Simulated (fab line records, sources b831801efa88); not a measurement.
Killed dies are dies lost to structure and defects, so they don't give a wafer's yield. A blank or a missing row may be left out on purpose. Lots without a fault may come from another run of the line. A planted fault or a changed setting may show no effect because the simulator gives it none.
fab line records | flow gf180mcu
record lots=6 wafers=18 last_day=33
route steps=602 shown M4@460 PASSIVATION@602
lots that met no fault: from a run of the same line without faults
start_h: hours from the record's first day to the start of the lot's first wafer shown | wait_h: hours since the lot's step before | " the same as in the row above | L1.1+2: a row that stands for several wafers | - no value, or no start given | * or withheld: withheld | < > ~ a bound
route shown NAME@n: a module of which the file shows steps, and the number in the route of the first | usual: mean/standard deviation of fault-free wafers | same: alike in all rows | chamber/n: place in a boat | sites: the reading at each site | _std_site: their standard deviation | _edge_site: outer sites' mean less inner sites' | radius_mm: how far each site lies from the wafer's centre | mask NAME#n: copy n | behind: the tool/chamber that last shaped the wafer | hold: why the lot was held/for how many hours/how that ended | device: the transistor (n, p or np) that didn't switch | end of line: the same wafers' tests at the end of the route | a step without rows: its recipe alone | killed: dies lost to structure and defects at the first sort, not the wafer's yield | map: a wafer's dies, x killed, . not, _ none there
set.NAME: the setting as run; set.NAME@STEP: as run at that earlier step | model.NAME: the simulator's own value behind a step, which no gauge read
lots at some steps of the route; a table a step, a row a wafer
services: from which hour (start_h, from the record's first day; less than 0 if before it) a tool's chamber was out of use, for how many hours, and why
## steps
# step GF_M4_SPUTTER_04
# recipe material=TiN target_thk_nm=50 power_w=6500 time_s=41.7 chamber_pressure_pa=0.4
# usual throttle_valve_pct=30.4/0.85
# columns lot.wafer tool chamber start_h wait_h throttle_valve_pct
L215.1 pvd_sputter-03 - 531.60 0.0 30.1
L215.4 " - " " 30.5
L215.5 " - " " 31.4
L224.1 pvd_sputter-01 - 605.12 0.0 29.3
L224.4 " - " " 31.2
L224.6 " - " " 29.7
L225.1 pvd_sputter-03 - 625.54 0.0 30.2
L225.4 " - " " 31.8
L225.6 " - " " 30.1
L227.1 pvd_sputter-02 - 631.83 0.0 29.8
L227.2 " - " " 31.9
L227.6 " - " " 30.0
L228.1 pvd_sputter-02 - 638.74 0.0 29.9
L228.3 " - " " 32.0
L228.4 " - " " 30.4
L232.1 pvd_sputter-01 - 668.35 0.0 31.3
L232.5 " - " " 29.8
L232.6 " - " " 29.4
# step GF_M4_RS_MEAS_05
# recipe thk_meas_gauge=four-point-probe reads=TiN_of_M4_SPUTTER_04+Ti_of_M4_SPUTTER_03+AlCu_of_M4_SPUTTER_02+TiN_of_M4_SPUTTER_01+Ti_of_M4_SPUTTER_00
# usual M4_ALCU_RS=0.0694/0.00083
# columns lot.wafer tool chamber start_h wait_h M4_ALCU_RS[ohm/sq]
L215.1 film_metro-02 - 531.64 0.0 0.0703
L215.4 " - " " 0.0694
L215.5 " - " " 0.0694
L224.1 film_metro-03 - 605.16 0.0 0.0687
L224.4 " - " " 0.0682
L224.6 " - " " 0.0680
L225.1 film_metro-04 - 625.58 0.0 0.0690
L225.4 " - " " 0.0703
L225.6 " - " " 0.0687
L227.1 film_metro-03 - 631.87 0.0 0.0692
L227.2 " - " " 0.0691
L227.6 " - " " 0.0686
L228.1 film_metro-02 - 638.78 0.0 0.0677
L228.3 " - " " 0.0682
L228.4 " - " " 0.0694
L232.1 film_metro-02 - 668.39 0.0 0.0706
L232.5 " - " " 0.0712
L232.6 " - " " 0.0705
# step GF_M4_THK_MEAS_06
# recipe thk_meas_gauge=xrf reads=AlCu_of_M4_SPUTTER_02
# usual M4_ALCU_THK=449/6
# columns lot.wafer tool chamber start_h wait_h M4_ALCU_THK[nm]
L215.1 film_metro-02 - 531.76 0.1 445
L215.4 " - " " 454
L215.5 " - " " 457
L224.1 film_metro-03 - 605.28 0.1 454
L224.4 " - " " 459
L224.6 " - " " 459
L225.1 film_metro-04 - 625.70 0.1 448
L225.4 " - " " 441
L225.6 " - " " 453
L227.1 film_metro-03 - 631.99 0.1 450
L227.2 " - " " 449
L227.6 " - " " 452
L228.1 film_metro-02 - 638.90 0.1 459
L228.3 " - " " 459
L228.4 " - " " 449
L232.1 film_metro-02 - 668.51 0.1 443
L232.5 " - " " 441
L232.6 " - " " 444
# step GF_M4_DEHYDRATE_07
# recipe temp_c=200 time_s=60
# step GF_M4_HMDS_08
# recipe prime_time_s=60 prime_temp_c=120
# step GF_M4_COAT_09
# recipe resist=KrF spin_rpm=withheld resist_thk_nm=1000
# step GF_M4_SOFTBAKE_10
# recipe temp_c=130 time_s=60 resist=KrF
# step GF_M4_EXPOSE_11
# recipe mask_id=Metal4 target_cd_nm=280 na=0.68 source_shape=conventional sigma_outer=0.6 dose_mj=28
# step GF_M4_PEB_12
# recipe peb_temp_c=135 peb_time_s=90 resist=KrF
# step GF_M4_DEVELOP_13
# recipe develop_time_s=60 dev_temp_c=21
# step GF_M4_CD_MEAS_14
# recipe target_cd_nm=280
# usual cd_nm=279.7/1.3
# columns lot.wafer tool chamber start_h wait_h cd_nm
L215.1 cd_sem-02 - 553.06 0.1 279.7
L215.4 " - " " 279.9
L215.5 " - " " 280.4
L224.1 cd_sem-02 - 625.83 0.1 279.9
L224.4 " - " " 279.4
L224.6 " - " " 279.6
L225.1 cd_sem-01 - 645.23 0.1 281.2
L225.4 " - " " 280.2
L225.6 " - " " 280.3
L227.1 cd_sem-02 - 651.53 0.1 279.4
L227.2 " - " " 279.8
L227.6 " - " " 280.0
L228.1 cd_sem-02 - 658.08 0.1 281.3
L228.3 " - " " 281.5
L228.4 " - " " 281.9
L232.1 cd_sem-02 - 687.85 0.2 279.1
L232.5 " - " " 280.1
L232.6 " - " " 279.1
# step GF_M4_OVL_MEAS_15
# usual M4_OVL=1/4.9
# columns lot.wafer tool chamber start_h wait_h M4_OVL[nm]
L215.1 overlay-02 - 553.18 0.1 5
L215.4 " - " " -4
L215.5 " - " " 2
L224.1 overlay-01 - 625.95 0.1 0
L224.4 " - " " 1
L224.6 " - " " 3
L225.1 overlay-01 - 645.37 0.1 -2
L225.4 " - " " -1
L225.6 " - " " -6
L227.1 overlay-01 - 651.65 0.1 -5
L227.2 " - " " 2
L227.6 " - " " -5
L228.1 overlay-02 - 658.20 0.1 2
L228.3 " - " " 1
L228.4 " - " " 10
L232.1 overlay-02 - 687.97 0.1 2
L232.5 " - " " -1
L232.6 " - " " -2
# step GF_M4_METAL_ETCH_16
# recipe chemistry=Cl2/BCl3 mask_material=KrF target_depth_nm=627.5 stop_on=SiO2 pressure_mtorr=8 icp_w=800 bias_w=140 Cl2_flow_sccm=80 bcl3_flow_sccm=40 time_s=104.6
# usual drypump_motor_current_A=5.6/0.32 oes_product_au=0.973/0.0067 rf_fwd_power_W=796.2/2.7 throttle_valve_pct=28.250/0.01
# columns lot.wafer tool chamber start_h wait_h drypump_motor_current_A oes_product_au rf_fwd_power_W rf_hours_counter_h throttle_valve_pct model.M4.feature_depth_nm model.etch.depth_nm model.KrF_of_M4_COAT_09.thk_nm
L215.1 rie_metal-02 0 553.22 0.0 5.9 0.970 794.0 2.5 28.250 595.7 595.7 728.1
L215.4 " 0 " " 5.9 0.979 794.1 - 28.231 601.7 601.7 729.2
L215.5 " 0 " " 5.9 0.968 795.8 - 28.247 602.7 602.7 727.9
L224.1 rie_metal-02 1 625.98 0.0 5.6 0.878 797.4 4.0 28.347 509.1 509.1 786.1
L224.4 " 1 " " 5.6 0.980 795.1 - 28.257 610.4 610.4 736.4
L224.6 " 1 " " 5.6 0.886 794.6 - 28.337 513.1 513.1 784.2
L225.1 rie_metal-02 1 645.40 0.0 5.6 0.880 793.2 4.5 28.365 508.4 508.4 785.4
L225.4 " 1 " " 5.6 0.963 794.1 - 28.250 598.9 598.9 736.1
L225.6 " 0 " " 5.9 0.894 802.0 - 28.346 513.3 513.3 781.2
L227.1 rie_metal-03 0 651.68 0.0 5.5 0.965 795.4 4.1 28.237 606.6 606.6 741.6
L227.2 " 1 " " 5.1 0.975 793.6 5.6 28.237 604.9 604.9 741.5
L227.6 " 1 " " 5.1 0.974 792.3 - 28.248 609.6 609.6 744.2
L228.1 rie_metal-03 0 658.23 0.0 5.5 0.966 797.9 4.3 28.253 615.8 615.8 738.2
L228.3 " 1 " " 5.0 0.984 795.7 - 28.244 611.6 611.6 734
L228.4 " 0 " " 5.5 0.977 796.7 - 28.236 604.8 604.8 737.9
L232.1 rie_metal-01 1 688.00 0.0 5.7 0.961 791.0 11.6 28.255 596.7 596.7 740.3
L232.5 " 0 " " 6.0 0.959 801.6 - 28.266 591.5 591.5 734.5
L232.6 " 1 " " 5.7 0.968 792.9 - 28.256 595.5 595.5 739.8
# step GF_M4_STRIP_17
# recipe chemistry=O2/N2 power_w=1400 pressure_mtorr=1500 platen_temp_c=250 o2_flow_sccm=3000 n2_flow_sccm=300 overash_fraction=0.5
# usual drypump_motor_current_A=6.0/0.5 heater_power_w=334/30 oes_product_au=0.558/0.0048 strip_time_to_endpoint_s=7.88/0.048
# columns lot.wafer tool chamber start_h wait_h drypump_motor_current_A heater_power_w oes_product_au rf_hours_counter_h strip_time_to_endpoint_s
L215.1 plasma_asher-01 1 553.33 0.1 5.7 290 0.562 46 7.82
L215.4 " 1 " " 5.7 290 0.548 - 7.82
L215.5 " 0 " " 6.9 358 0.565 - 7.80
L224.1 plasma_asher-01 0 626.09 0.1 6.8 354 0.579 54 8.37
L224.4 " 1 " " 5.7 280 0.560 - 7.88
L224.6 " 0 " " 6.8 356 0.576 - 8.35
L225.1 plasma_asher-04 0 645.52 0.1 5.5 345 0.571 102 8.36
L225.4 " 0 " " 5.5 347 0.560 - 7.88
L225.6 " 1 " " 6.3 364 0.568 - 8.34
L227.1 plasma_asher-04 0 651.79 0.1 5.5 342 0.565 103 7.94
L227.2 " 1 " " 6.3 361 0.555 103 7.95
L227.6 " 1 " " 6.3 361 0.560 - 7.97
L228.1 plasma_asher-04 0 658.34 0.1 5.5 345 0.553 104 7.91
L228.3 " 0 " " 5.5 343 0.556 - 7.86
L228.4 " 1 " " 6.4 363 0.563 - 7.91
L232.1 plasma_asher-01 0 688.11 0.1 6.9 352 0.563 62 7.92
L232.5 " 0 " " 6.9 371 0.555 - 7.87
L232.6 " 1 " " 5.7 290 0.557 - 7.92
# step GF_M4_STRIP_18
# recipe chemistry=post_etch_residue_remover time_s=1200 temp_c=72.5
# step GF_PASSIVATION_PROBE_99
# columns lot.wafer tool chamber start_h wait_h model.etest.p_drift.short model.etest.nldd_6p0.short model.etest.pldd_3p3.short model.etest.cap_mim.over_limit model.etest.met2_comb.over_limit model.etest.nplus_sal.short model.etest.diode_dnwell_sub.over_limit model.etest.met1_comb.over_limit
L215.1+4+5 prober-01 - 688.16 0.1 0 0 0 0 0 0 0 0
L224.1+6 prober-02 - 750.45 0.1 1 1 1 1 1 1 1 1
L224.4 prober-02 - 750.60 0.2 0 0 0 0 0 0 0 0
L225.1+6 prober-01 - 762.85 0.1 1 1 1 1 1 1 1 1
L225.4 prober-01 - 763.00 0.2 0 0 0 0 0 0 0 0
L227.1+2+6 prober-01 - 771.10 0.1 0 0 0 0 0 0 0 0
L228.1+3+4 prober-02 - 775.58 0.1 0 0 0 0 0 0 0 0
L232.1+5+6 prober-02 - 798.31 0.1 0 0 0 0 0 0 0 0
# killed by level:class
L215.1 V3:geometric_particle:open=5 V4:geometric_particle:open=5 CONTACT:geometric_particle:open=4 V2:geometric_particle:open=4 V1:geometric_particle:open=3 HV_LDD:geometric_particle:short=2 CONTACT:geometric_particle:short=2 V4:geometric_particle:short=2
L215.4 V2:geometric_particle:open=8 V5:geometric_particle:open=8 CONTACT:geometric_particle:open=4 V2:geometric_particle:short=4 M3:geometric_particle:short=4 V4:geometric_particle:open=4 STI:geometric_particle:open=3 M2:geometric_particle:short=3
L215.5 V4:geometric_particle:open=7 V5:geometric_particle:open=4 V1:geometric_particle:short=3 V2:geometric_particle:open=3 V5:geometric_particle:short=3 STI:geometric_particle:short=2 CONTACT:geometric_particle:open=2 V1:geometric_particle:open=2
L227.1 CONTACT:geometric_particle:open=4 M4:geometric_particle:short=4 V4:geometric_particle:short=4 V5:geometric_particle:open=4 V2:geometric_particle:open=3 M3:geometric_particle:short=3 V3:geometric_particle:open=3 STI:geometric_particle:short=2
L227.2 STI:geometric_particle:short=5 V3:geometric_particle:open=4 STI:geometric_particle:open=3 V1:geometric_particle:open=3 V5:geometric_particle:open=3 CONTACT:geometric_particle:open=2 V1:geometric_particle:short=2 V2:geometric_particle:short=2
L227.6 V3:geometric_particle:open=5 V3:geometric_particle:short=5 V5:geometric_particle:open=5 CONTACT:geometric_particle:open=4 V4:geometric_particle:open=4 V1:geometric_particle:open=3 V2:geometric_particle:open=3 STI:geometric_particle:open=2
L228.1 CONTACT:geometric_particle:open=7 M1:geometric_particle:short=6 V4:geometric_particle:open=5 V3:geometric_particle:open=4 M5:geometric_particle:short=4 STI:geometric_particle:open=3 STI:geometric_particle:short=3 V2:geometric_particle:open=3
L228.3 V1:geometric_particle:open=8 CONTACT:geometric_particle:open=5 STI:geometric_particle:short=3 V3:geometric_particle:open=3 V4:geometric_particle:open=3 V5:geometric_particle:open=3 V2:geometric_particle:short=2 M3:geometric_particle:short=2
L228.4 V5:geometric_particle:open=6 CONTACT:geometric_particle:open=5 V1:geometric_particle:short=4 M1:geometric_particle:short=3 STI:geometric_particle:short=2 POLY_GATE:geometric_particle:short=2 V1:geometric_particle:open=2 V2:geometric_particle:short=2
L232.1 V1:geometric_particle:open=5 V4:geometric_particle:open=5 M2:geometric_particle:short=4 CONTACT:geometric_particle:short=3 V2:geometric_particle:open=3 POLY_GATE:geometric_particle:short=2 CONTACT:geometric_particle:open=2 V1:geometric_particle:short=2
L232.5 V1:geometric_particle:open=8 CONTACT:geometric_particle:open=5 STI:geometric_particle:short=4 V2:geometric_particle:open=3 V3:geometric_particle:open=3 M4:geometric_particle:short=3 V1:geometric_particle:short=2 CONTACT:geometric_particle:short=1
L232.6 V5:geometric_particle:open=7 CONTACT:geometric_particle:open=4 V2:geometric_particle:open=4 V3:geometric_particle:open=4 M5:geometric_particle:short=4 STI:geometric_particle:short=3 V1:geometric_particle:open=3 V2:geometric_particle:short=3
## services
# columns tool chamber start_h hours kind
pvd_sputter-01 - 539.58 2.1 repair
pvd_sputter-03 - 565.80 0.5 repair
pvd_sputter-01 - 572.49 0.8 repair
pvd_sputter-02 1 579.61 - consumable_replace:kit
pvd_sputter-02 1 579.61 18.0 scheduled_down
pvd_sputter-02 1 579.61 18.0 vent_cycle
pvd_sputter-01 2 581.63 - consumable_replace:kit
pvd_sputter-01 2 581.63 18.0 scheduled_down
pvd_sputter-01 2 581.63 18.0 vent_cycle
pvd_sputter-03 3 621.06 - consumable_replace:kit
pvd_sputter-03 3 621.06 18.0 scheduled_down
pvd_sputter-03 3 621.06 18.0 vent_cycle
rie_metal-02 - 644.20 0.3 repair
rie_metal-02 - 651.97 2.8 pm
rie_metal-03 - 669.52 1.4 repair
pvd_sputter-03 - 673.34 1.7 repair
## key
first_sign step=GF_M4_METAL_ETCH_16 reading=oes_product_au direction=down sigmas=13 usual=0.973 struck=0.884
effect step=GF_M4_METAL_ETCH_16 reading=throttle_valve_pct direction=up sigmas=9.7 usual=28.250 struck=28.349
effect step=GF_M4_STRIP_17 reading=strip_time_to_endpoint_s direction=up sigmas=9.9 usual=* struck=*
model_effect step=GF_M4_METAL_ETCH_16 value=M4.feature_depth_nm without=608.3 struck=511
model_effect step=GF_PASSIVATION_PROBE_99 value=etest.p_drift.short without=0 struck=1
met_at GF_M4_METAL_ETCH_16
struck_wafers L224.1,L224.6,L225.1,L225.6
sort_left_out L224.1,L224.6,L225.1,L225.6
onset_between 553.22 625.98
fault kind=process_parameter_drift tool=rie_metal-02 chamber=- onset_h=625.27 steps=GF_M4_METAL_ETCH_16 channel=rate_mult offset=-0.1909 shape=step end_h=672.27 scope=struck_wafers_only
# sort_left_out: the simulated sort isn't trusted on such a fault, so these wafers' sort isn't shown, and their yield isn't known
